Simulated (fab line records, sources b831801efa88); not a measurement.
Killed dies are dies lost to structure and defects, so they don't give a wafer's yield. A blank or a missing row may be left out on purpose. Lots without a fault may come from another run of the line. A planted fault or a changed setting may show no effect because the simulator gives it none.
fab line records | flow sky130 | part 2 of 2: steps 31 to 31 of 31
record lots=6 wafers=18 last_day=50
route steps=708 shown LI_CONTACT@375 LOCAL_INTERCONNECT@387 PAD_OPEN@708
lots that met no fault: from a run of the same line without faults
start_h: hours from the record's first day to the start of the lot's first wafer shown | wait_h: hours since the lot's step before | " the same as in the row above | L1.1+2: a row that stands for several wafers | - no value, or no start given | * or withheld: withheld | < > ~ a bound
route shown NAME@n: a module of which the file shows steps, and the number in the route of the first | usual: mean/standard deviation of fault-free wafers | same: alike in all rows | chamber/n: place in a boat | sites: the reading at each site | _std_site: their standard deviation | _edge_site: outer sites' mean less inner sites' | radius_mm: how far each site lies from the wafer's centre | mask NAME#n: copy n | behind: the tool/chamber that last shaped the wafer | hold: why the lot was held/for how many hours/how that ended | device: the transistor (n, p or np) that didn't switch | end of line: the same wafers' tests at the end of the route | a step without rows: its recipe alone | killed: dies lost to structure and defects at the first sort, not the wafer's yield | map: a wafer's dies, x killed, . not, _ none there
set.NAME: the setting as run; set.NAME@STEP: as run at that earlier step | model.NAME: the simulator's own value behind a step, which no gauge read
lots at some steps of the route; a table a step, a row a wafer
services: from which hour (start_h, from the record's first day; less than 0 if before it) a tool's chamber was out of use, for how many hours, and why
## steps
# step SKY_PAD_OPEN_PROBE_99
# usual killed_at_M0_to_M3=44/7.1 killed_at_M4_up=3.5/2 killed_at_contacts=24/5.3 killed_at_front_end=15/4.8 killed_at_other=0.1/0.35 killed_dies=86/9.3 killed_open=47/7.8 killed_short=39/5.9
# same gross_dies=492 killed_at_back_side=0
# columns lot.wafer tool chamber start_h wait_h killed_at_M0_to_M3 killed_at_M4_up killed_at_contacts killed_at_front_end killed_at_other killed_dies killed_open killed_short model.etest.res_li.line_ohm_um model.etest.res_li.rs_ohm_sq model.etest.mcon_chain.rc_ohm
L187.3 prober-01 - 1117.68 0.2 40 4 22 12 0 78 45 33 76.21 13.1 16.36
L187.4 prober-01 - 1117.73 0.2 34 6 25 9 0 74 39 35 75.89 12.99 16.51
L187.6 prober-01 - 1117.83 0.2 41 4 17 13 0 75 36 39 76.68 12.94 16.79
L188.2 prober-01 - 1122.88 0.1 53 7 15 12 1 88 48 40 88.59 14.65 18.5
L188.3 prober-01 - 1122.93 0.2 35 5 32 14 0 86 47 39 83.6 14.59 17.58
L188.5 prober-01 - 1123.03 0.2 57 0 24 17 0 98 62 36 82.34 14.22 16.98
L189.1 prober-02 - 1128.07 0.1 43 3 32 13 1 92 52 40 82.9 14.33 17.62
L189.4 prober-02 - 1128.22 0.2 43 2 13 9 1 68 41 26 84.31 14.65 17.41
L189.5 prober-02 - 1128.27 0.2 39 3 24 9 0 75 44 31 83.67 14.45 18.24
L197.3 prober-02 - 1169.81 0.2 35 5 23 12 1 76 44 32 75.28 12.72 17.55
L197.5 prober-02 - 1169.91 0.2 32 5 14 14 1 66 33 33 72.86 12.63 16.96
L197.6 prober-02 - 1169.96 0.2 36 2 28 14 0 80 47 33 75.3 12.65 16.59
L201.1 prober-02 - 1182.67 0.1 55 7 25 16 0 103 60 43 76.79 12.73 16.45
L201.2 prober-02 - 1182.72 0.1 44 5 25 16 0 90 41 49 76.16 12.88 16.96
L201.6 prober-02 - 1182.92 0.2 32 7 12 24 0 75 33 42 76.06 12.77 17.19
L204.3 prober-02 - 1204.89 0.2 35 6 27 17 0 85 48 37 76.07 12.67 17.2
L204.4 prober-02 - 1204.94 0.2 45 4 29 15 0 93 49 44 74.22 12.76 17.25
L204.5 prober-02 - 1204.99 0.2 36 3 33 18 0 90 51 39 77.14 12.91 16.04
# killed by level:class
L187.3 CONTACT:geometric_particle:open=9 VIA1:geometric_particle:open=9 VIA2:geometric_particle:open=8 VIA3:geometric_particle:open=7 FIELD_ISO:geometric_particle:open=5 LOCAL_INTERCONNECT:geometric_particle:short=5 VIA1:geometric_particle:short=5 FIELD_ISO:geometric_particle:short=3
L187.4 CONTACT:geometric_particle:open=9 VIA3:geometric_particle:open=7 FIELD_ISO:geometric_particle:open=6 VIA1:geometric_particle:short=6 VIA1:geometric_particle:open=6 CONTACT:geometric_particle:short=5 LOCAL_INTERCONNECT:geometric_particle:short=4 METAL1:geometric_particle:short=4
L187.6 VIA2:geometric_particle:open=10 LI_CONTACT:geometric_particle:open=6 METAL2:geometric_particle:short=6 POLY_GATE:geometric_particle:short=5 VIA1:geometric_particle:open=5 METAL1:geometric_particle:short=5 FIELD_ISO:geometric_particle:open=4 VIA1:geometric_particle:short=4
L188.2 VIA1:geometric_particle:open=15 VIA3:geometric_particle:open=8 FIELD_ISO:geometric_particle:short=7 VIA1:geometric_particle:short=7 METAL4:geometric_particle:short=6 LI_CONTACT:geometric_particle:open=5 METAL1:geometric_particle:short=5 CONTACT:geometric_particle:open=5
L188.3 CONTACT:geometric_particle:open=12 VIA1:geometric_particle:open=11 METAL1:geometric_particle:short=8 LI_CONTACT:geometric_particle:open=7 LOCAL_INTERCONNECT:geometric_particle:short=6 VIA1:geometric_particle:short=6 FIELD_ISO:geometric_particle:open=5 CONTACT:geometric_particle:short=5
L188.5 VIA1:geometric_particle:open=17 VIA2:geometric_particle:open=12 CONTACT:geometric_particle:open=11 VIA3:geometric_particle:open=9 METAL1:geometric_particle:short=7 POLY_GATE:geometric_particle:short=6 LI_CONTACT:geometric_particle:open=6 FIELD_ISO:geometric_particle:short=5
L189.1 CONTACT:geometric_particle:open=12 VIA1:geometric_particle:open=9 LI_CONTACT:geometric_particle:open=8 VIA2:geometric_particle:open=7 METAL3:geometric_particle:short=6 FIELD_ISO:geometric_particle:open=5 VIA3:geometric_particle:short=5 LOCAL_INTERCONNECT:geometric_particle:short=5
L189.4 VIA1:geometric_particle:open=13 CONTACT:geometric_particle:open=8 VIA1:geometric_particle:short=5 VIA2:geometric_particle:open=5 VIA3:geometric_particle:open=5 VIA3:geometric_particle:short=4 LI_CONTACT:geometric_particle:open=3 METAL1:geometric_particle:short=3
L189.5 VIA1:geometric_particle:open=10 LI_CONTACT:geometric_particle:open=7 CONTACT:geometric_particle:open=7 VIA3:geometric_particle:open=7 VIA2:geometric_particle:open=5 FIELD_ISO:geometric_particle:short=4 LOCAL_INTERCONNECT:geometric_particle:short=4 METAL1:geometric_particle:short=3
L197.3 LI_CONTACT:geometric_particle:open=11 VIA2:geometric_particle:open=6 FIELD_ISO:geometric_particle:open=5 VIA3:geometric_particle:open=5 CONTACT:geometric_particle:short=5 VIA1:geometric_particle:open=5 METAL2:geometric_particle:short=4 VIA3:geometric_particle:short=4
L197.5 CONTACT:geometric_particle:open=8 VIA1:geometric_particle:open=7 VIA2:geometric_particle:open=6 FIELD_ISO:geometric_particle:short=5 VIA2:geometric_particle:short=4 METAL4:geometric_particle:short=4 SPACER:geometric_particle:open=3 VIA3:geometric_particle:open=3
L197.6 LI_CONTACT:geometric_particle:open=9 VIA1:geometric_particle:open=9 CONTACT:geometric_particle:open=8 CONTACT:geometric_particle:short=6 METAL2:geometric_particle:short=6 VIA2:geometric_particle:open=5 FIELD_ISO:geometric_particle:short=4 FIELD_ISO:geometric_particle:open=4
L201.1 VIA1:geometric_particle:open=14 CONTACT:geometric_particle:open=12 METAL1:geometric_particle:short=6 VIA2:geometric_particle:open=6 VIA3:geometric_particle:open=6 LI_CONTACT:geometric_particle:open=5 VIA1:geometric_particle:short=5 METAL3:geometric_particle:short=5
L201.2 METAL2:geometric_particle:short=10 LI_CONTACT:geometric_particle:open=9 METAL1:geometric_particle:short=6 CONTACT:geometric_particle:open=6 VIA1:geometric_particle:open=6 LOCAL_INTERCONNECT:geometric_particle:short=5 VIA2:geometric_particle:short=5 VIA3:geometric_particle:open=5
L201.6 FIELD_ISO:geometric_particle:open=8 VIA1:geometric_particle:open=7 FIELD_ISO:geometric_particle:short=6 METAL4:geometric_particle:short=6 METAL1:geometric_particle:short=5 METAL2:geometric_particle:short=5 POLY_GATE:geometric_particle:open=4 LI_CONTACT:geometric_particle:open=3
L204.3 CONTACT:geometric_particle:open=11 VIA1:geometric_particle:open=9 VIA3:geometric_particle:open=7 POLY_GATE:geometric_particle:open=6 POLY_GATE:geometric_particle:short=5 LI_CONTACT:geometric_particle:open=5 LOCAL_INTERCONNECT:geometric_particle:short=4 CONTACT:geometric_particle:short=4
L204.4 VIA1:geometric_particle:open=11 CONTACT:geometric_particle:open=10 LOCAL_INTERCONNECT:geometric_particle:short=6 VIA3:geometric_particle:open=6 METAL1:geometric_particle:short=6 LI_CONTACT:geometric_particle:open=5 METAL2:geometric_particle:short=5 CONTACT:geometric_particle:short=4
L204.5 LI_CONTACT:geometric_particle:open=10 VIA1:geometric_particle:open=9 CONTACT:geometric_particle:open=8 LOCAL_INTERCONNECT:geometric_particle:short=7 FIELD_ISO:geometric_particle:open=6 METAL2:geometric_particle:short=6 VIA3:geometric_particle:open=6 FIELD_ISO:geometric_particle:short=5
## services
# columns tool chamber start_h hours kind
cmp-02 - 711.70 5.4 pm
pvd_sputter-01 - 724.49 9.5 repair
plasma_asher-04 - 724.69 11.8 repair
pvd_sputter-04 - 726.76 1.6 repair
plasma_asher-03 - 733.75 9.0 pm
pvd_sputter-04 - 734.31 0.9 repair
rie_metal-04 - 735.99 0.1 repair
pvd_sputter-03 - 740.35 2.5 repair
rie_metal-01 1 743.48 3.1 repair
cmp-02 - 744.00 4.0 pm
plasma_asher-02 - 747.11 0.4 repair
pvd_sputter-03 - 752.64 2.5 repair
cmp-02 - 759.49 1.4 repair
cmp-02 - 762.25 0.9 repair
plasma_asher-01 - 763.61 13.4 repair
plasma_asher-04 - 772.67 2.8 pm
rie_metal-03 1 798.07 3.4 repair
pvd_sputter-01 - 799.47 5.5 repair
cmp-01 - 804.09 2.0 repair
rie_metal-03 - 813.40 2.8 pm
cmp-01 - 834.07 5.2 repair
pvd_sputter-01 - 849.20 0.5 repair
pvd_sputter-04 - 851.69 3.7 repair
rie_metal-01 - 878.99 2.8 pm
## key
first_sign step=SKY_LOCAL_INTERCONNECT_RS_MEAS_01 reading=LOCAL_INTERCONNECT_TIN_RS direction=up sigmas=12 usual=14.15 struck=16.06
effect step=SKY_LOCAL_INTERCONNECT_THK_MEAS_02 reading=LOCAL_INTERCONNECT_TIN_THK direction=down sigmas=9.1 usual=99.8 struck=88.9
effect step=SKY_LOCAL_INTERCONNECT_METAL_ETCH_14 reading=oes_product_au direction=down sigmas=8.1 usual=0.941 struck=0.876
model_effect step=SKY_LOCAL_INTERCONNECT_SPUTTER_00 value=TiN_of_LOCAL_INTERCONNECT_SPUTTER_00.thk_nm without=98.91 struck=88.56
model_effect step=SKY_LOCAL_INTERCONNECT_STRIP_16 value=TiN_of_LOCAL_INTERCONNECT_SPUTTER_00.thk_nm without=98.49 struck=88.14
model_effect step=SKY_PAD_OPEN_PROBE_99 value=etest.res_li.line_ohm_um without=75.42 struck=84.23
met_at SKY_LOCAL_INTERCONNECT_SPUTTER_00
struck_wafers L188.2,L188.3,L188.5,L189.1,L189.4,L189.5
tester_left_out L188,L189
fault kind=process_parameter_drift tool=pvd_sputter-04 chamber=- onset_h=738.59 steps=SKY_LOCAL_INTERCONNECT_SPUTTER_00 channel=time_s offset=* shape=step end_h=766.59 acts_in=* stated=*
# tester_left_out: of these lots the tester's yield and bins aren't shown, on N5 and GAA mostly nor the transistor test; their killed dies are dies lost to structure and defects alone, not to doping, threshold or leakage, so they don't give the yield
